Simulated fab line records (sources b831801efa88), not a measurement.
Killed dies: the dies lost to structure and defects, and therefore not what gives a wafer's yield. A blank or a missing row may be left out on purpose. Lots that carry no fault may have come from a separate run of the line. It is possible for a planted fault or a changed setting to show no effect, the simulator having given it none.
Which tool was responsible?    flow sky130    72 wafers from 24 lots sampled at 6 of the route's 708 steps

== WHAT THE GAUGES READ, wafer by wafer ==
SKY_VIA1_OVL_MEAS_13.
lot   measured      on          VIA1_OVL (nm)
L074  day 34 03:34  overlay-01  5 4 3
L075  day 34 10:20  overlay-01  -1 6 -8
L076  day 34 16:52  overlay-02  -2 5 -5
L077  day 34 22:04  overlay-02  2 5 -1
L078  day 35 09:01  overlay-01  2 3 2
L079  day 35 15:31  overlay-01  -8 -3 -11
L080  day 35 23:09  overlay-01  3 -4 -4
L081  day 36 10:32  overlay-02  -8 -10 0
L082  day 36 18:58  overlay-01  5 3 6
L083  day 37 07:15  overlay-01  -2 0 1
L084  day 37 07:39  overlay-01  0 -2 -10
L085  day 37 14:45  overlay-02  6 4 -3
L086  day 37 18:43  overlay-01  7 7 3
L087  day 38 00:16  overlay-01  4 1 -8
L088  day 38 18:34  overlay-02  1 0 1
L089  day 39 05:09  overlay-02  -4 -9 -7
L090  day 39 05:44  overlay-02  7 4 11
L091  day 39 11:52  overlay-01  6 9 -3
L092  day 39 17:41  overlay-02  3 5 3
L093  day 39 22:16  overlay-02  17 14 10
L094  day 40 07:31  overlay-01  -2 2 5
L095  day 40 08:37  overlay-01  -1 8 0
L096  day 40 16:20  overlay-01  -4 -1 -4
L097  day 40 18:52  overlay-01  5 2 0

SKY_VIA2_THK_MEAS_01.
lot   measured      on             VIA2_HDPCVD_THK (nm)
L074  day 35 09:07  film_metro-01  1218 1223 1218
L075  day 35 15:25  film_metro-01  1231 1213 1205
L076  day 35 22:16  film_metro-01  1237 1231 1212
L077  day 36 03:12  film_metro-04  1223 1221 1216
L078  day 36 13:48  film_metro-01  1222 1226 1203
L079  day 36 20:16  film_metro-03  1208 1208 1223
L080  day 37 03:52  film_metro-01  1216 1196 1198
L081  day 37 15:35  film_metro-03  1230 1203 1206
L082  day 37 23:34  film_metro-04  1201 1208 1205
L083  day 38 11:52  film_metro-04  1216 1218 1214
L084  day 38 12:26  film_metro-04  1203 1201 1215
L085  day 38 19:14  film_metro-01  1187 1187 1198
L086  day 38 23:05  film_metro-01  1218 1229 1225
L087  day 39 04:20  film_metro-01  1222 1239 1231
L088  day 39 22:11  film_metro-01  1221 1219 1216
L089  day 40 08:20  film_metro-01  1235 1211 1210
L090  day 40 09:11  film_metro-04  1204 1215 1215
L091  day 40 14:48  film_metro-01  1217 1222 1220
L092  day 40 20:44  film_metro-03  1215 1225 1225
L093  day 41 01:19  film_metro-04  1224 1211 1219
L094  day 41 10:41  film_metro-01  1202 1208 1198
L095  day 41 12:04  film_metro-04  1205 1217 1208
L096  day 41 20:01  film_metro-04  1224 1222 1218
L097  day 41 21:17  film_metro-01  1226 1219 1217

SKY_VIA4_THK_MEAS_01.
lot   measured      on             VIA4_HDPCVD_THK (nm)
L074  day 41 23:08  film_metro-01  1726 1771 1731
L075  day 42 04:37  film_metro-01  1743 1714 1724
L076  day 42 13:11  film_metro-01  1773 1752 1741
L077  day 42 16:51  film_metro-04  1740 1752 1749
L078  day 43 02:14  film_metro-03  1755 1764 1751
L079  day 43 07:35  film_metro-04  1712 1722 1714
L080  day 43 13:20  film_metro-04  1752 1737 1735
L081  day 43 21:41  film_metro-01  1759 1744 1766
L082  day 44 06:41  film_metro-04  1729 1735 1696
L083  day 44 19:59  film_metro-03  1736 1769 1744
L084  day 44 20:43  film_metro-04  1737 1738 1756
L085  day 45 02:10  film_metro-03  1724 1735 1736
L086  day 45 04:18  film_metro-03  1746 1727 1759
L087  day 45 08:46  film_metro-03  1764 1752 1768
L088  day 45 22:28  film_metro-03  1709 1724 1719
L089  day 46 08:02  film_metro-01  1730 1716 1736
L090  day 46 09:13  film_metro-03  1727 1718 1712
L091  day 46 13:18  film_metro-01  1717 1730 1743
L092  day 46 19:10  film_metro-04  1766 1752 1763
L093  day 46 23:18  film_metro-04  1740 1721 1751
L094  day 47 07:00  film_metro-03  1736 1715 1706
L095  day 47 08:59  film_metro-04  1753 1768 1754
L096  day 47 14:56  film_metro-03  1744 1738 1752
L097  day 47 15:59  film_metro-04  1768 1767 1732

SKY_VIA4_BOW_MEAS_03.
lot   measured      on             VIA4_BOW (um)
L074  day 41 23:29  film_metro-04  68 68 73
L075  day 42 04:59  film_metro-03  79 83 83
L076  day 42 13:34  film_metro-03  91 85 79
L077  day 42 17:13  film_metro-04  77 61 80
L078  day 43 02:35  film_metro-01  78 87 77
L079  day 43 07:57  film_metro-01  73 70 68
L080  day 43 13:42  film_metro-04  66 66 58
L081  day 43 22:03  film_metro-03  79 72 80
L082  day 44 07:02  film_metro-01  74 70 68
L083  day 44 20:21  film_metro-01  89 75 83
L084  day 44 21:07  film_metro-03  79 79 76
L085  day 45 02:31  film_metro-03  76 70 64
L086  day 45 04:40  film_metro-01  82 90 83
L087  day 45 09:09  film_metro-03  79 70 64
L088  day 45 22:50  film_metro-01  89 86 85
L089  day 46 08:51  film_metro-01  82 79 73
L090  day 46 10:03  film_metro-04  72 69 60
L091  day 46 13:40  film_metro-03  72 79 55
L092  day 46 19:32  film_metro-03  89 74 75
L093  day 46 23:40  film_metro-01  85 70 81
L094  day 47 07:22  film_metro-03  83 83 88
L095  day 47 10:14  film_metro-01  78 82 77
L096  day 47 15:18  film_metro-04  83 90 74
L097  day 47 16:22  film_metro-04  76 87 81

== WHAT TOOL EACH LOT RAN ON (gives the tool, then ch and the chambers of the sampled wafers, and finally the start) ==
lot   SKY_METAL1_SPUTTER_03         SKY_VIA3_ETCH_14
L074  pvd_sputter-04, day 31 20:01  rie_diel-02 ch 1,2,3, day 39 19:44
L075  pvd_sputter-02, day 32 02:37  rie_diel-02 ch 1,2,3, day 40 00:46
L076  pvd_sputter-02, day 32 09:51  rie_diel-02 ch 0,2,3, day 40 09:01
L077  pvd_sputter-04, day 32 14:45  rie_diel-02 ch 0,1,2, day 40 12:44
L078  pvd_sputter-02, day 33 02:34  rie_diel-02 ch 0,2,3, day 40 23:43
L079  pvd_sputter-04, day 33 08:21  rie_diel-02 ch 0,1,3, day 41 04:28
L080  pvd_sputter-03, day 33 16:42  rie_diel-03 ch 1,3, day 41 12:07
L081  pvd_sputter-03, day 34 04:25  rie_diel-01 ch 0,2,3, day 41 20:47
L082  pvd_sputter-04, day 34 12:54  rie_diel-02 ch 0,1,2, day 42 05:28
L083  pvd_sputter-03, day 35 00:29  rie_diel-01 ch 0,1, day 42 17:52
L084  pvd_sputter-04, day 35 01:26  rie_diel-02 ch 2,3, day 42 19:56
L085  pvd_sputter-02, day 35 09:35  rie_diel-03 ch 0,2, day 42 23:58
L086  pvd_sputter-04, day 35 13:19  rie_diel-02 ch 0,1,2, day 43 03:31
L087  pvd_sputter-04, day 35 18:46  rie_diel-03 ch 0,2, day 43 08:58
L088  pvd_sputter-02, day 36 12:19  rie_diel-02 ch 0,2,3, day 43 23:40
L089  pvd_sputter-03, day 36 23:34  rie_diel-03 ch 1,2,3, day 44 09:14
L090  pvd_sputter-02, day 37 00:16  rie_diel-03 ch 1,2,3, day 44 11:13
L091  pvd_sputter-03, day 37 08:08  rie_diel-01 ch 1,3, day 44 14:46
L092  pvd_sputter-03, day 37 15:01  rie_diel-01 ch 1,2,3, day 44 21:37
L093  pvd_sputter-02, day 37 18:13  rie_diel-01 ch 1,2,3, day 45 02:19
L094  pvd_sputter-03, day 38 04:28  rie_diel-02 ch 0,2,3, day 45 10:13
L095  pvd_sputter-04, day 38 05:37  rie_diel-03 ch 0,1,2, day 45 11:04
L096  pvd_sputter-03, day 38 12:54  rie_diel-01 ch 3, day 45 17:25
L097  pvd_sputter-02, day 38 15:04  rie_diel-02 ch 0,3, day 45 18:25
- SKY_METAL1_SPUTTER_03: material Ti, target thk 5 nm, time 3.3 s.
- SKY_VIA3_ETCH_14: etches BARC in N2/H2, stops on SiO2, time 45.9 s, target depth 60 nm.

== AS READ BY THE TOOLS THEMSELVES (means over the sampled wafers that have a number; for cases with no such wafer, the mark the record gives instead) ==
SKY_METAL1_SPUTTER_03.
lot   tool            cathode_dc_power_W (W)  throttle_valve_pct (%)
L074  pvd_sputter-04  3000.2                  30.4
L075  pvd_sputter-02  2999.9                  31.0
L076  pvd_sputter-02  2999.6                  30.4
L077  pvd_sputter-04  3000.4                  30.0
L078  pvd_sputter-02  3000.3                  31.3
L079  pvd_sputter-04  2999.9                  30.9
L080  pvd_sputter-03  3000.2                  31.3
L081  pvd_sputter-03  2999.7                  30.8
L082  pvd_sputter-04  3000.2                  30.0
L083  pvd_sputter-03  3000.1                  30.0
L084  pvd_sputter-04  3000.2                  30.2
L085  pvd_sputter-02  3000.0                  30.7
L086  pvd_sputter-04  2999.9                  30.0
L087  pvd_sputter-04  2999.9                  30.2
L088  pvd_sputter-02  3000.3                  30.5
L089  pvd_sputter-03  3000.1                  32.4
L090  pvd_sputter-02  2999.7                  30.6
L091  pvd_sputter-03  3000.1                  31.3
L092  pvd_sputter-03  2999.9                  30.2
L093  pvd_sputter-02  2999.4                  31.2
L094  pvd_sputter-03  3000.2                  32.6
L095  pvd_sputter-04  2999.7                  30.6
L096  pvd_sputter-03  2999.8                  29.6
L097  pvd_sputter-02  2999.7                  31.2

SKY_VIA3_ETCH_14.
lot   tool         drypump_motor_current_A (A)  oes_product_au (a.u.)  rf_fwd_power_W (W)  throttle_valve_pct (%)
L074  rie_diel-02  5.7                          0.861                  495.8               13.232
L075  rie_diel-02  5.7                          0.856                  496.3               13.215
L076  rie_diel-02  5.7                          0.854                  495.9               13.222
L077  rie_diel-02  5.2                          0.859                  494.2               13.221
L078  rie_diel-02  5.7                          0.857                  496.4               13.228
L079  rie_diel-02  5.6                          0.851                  496.3               13.222
L080  rie_diel-03  5.7                          0.856                  497.1               13.230
L081  rie_diel-01  5.8                          0.854                  492.2               13.226
L082  rie_diel-02  5.2                          0.854                  497.9               13.224
L083  rie_diel-01  5.9                          0.855                  494.4               13.216
L084  rie_diel-02  5.9                          0.854                  497.1               13.213
L085  rie_diel-03  5.5                          0.858                  493.2               13.223
L086  rie_diel-02  5.2                          0.851                  495.2               13.215
L087  rie_diel-03  5.5                          0.853                  492.4               13.214
L088  rie_diel-02  5.7                          0.858                  495.1               13.222
L089  rie_diel-03  5.4                          0.856                  494.4               13.226
L090  rie_diel-03  5.4                          0.857                  493.8               13.230
L091  rie_diel-01  5.6                          0.857                  494.0               13.228
L092  rie_diel-01  5.7                          0.853                  492.2               13.226
L093  rie_diel-01  5.7                          0.854                  493.4               13.226
L094  rie_diel-02  5.7                          0.852                  494.9               13.228
L095  rie_diel-03  5.4                          0.853                  494.1               13.223
L096  rie_diel-01  5.6                          0.848                  491.8               13.214
L097  rie_diel-02  5.6                          0.845                  497.9               13.220

== THE ANSWER, worked out from the rows above alone ==
Rule: usual is defined by the lots themselves. Put in order of their means at a reading, lots are off if they are a third of the lots or fewer, leave a main group of 4 or more, and stand apart from it by a gap of 3 or more times the standard deviation of the main group's means; of several such gaps the widest counts. Not used: any main group whose means are identical at the precision the tables above print for the reading. A lot without any number at a reading at which 4 lots or more have one is off too. All remaining lots with rows at the step are treated as sound. Order of review: gauges by route order, followed by the tools' own readings, for which a lot's mean as printed above is used. The first step at which some lot is off is used, and at that step the reading that is off furthest; a lot without a number counts as furthest.
No lot is off at any reading shown: from this, nothing can be told.

== WHAT WAS PUT IN BY THE SIMULATOR ==
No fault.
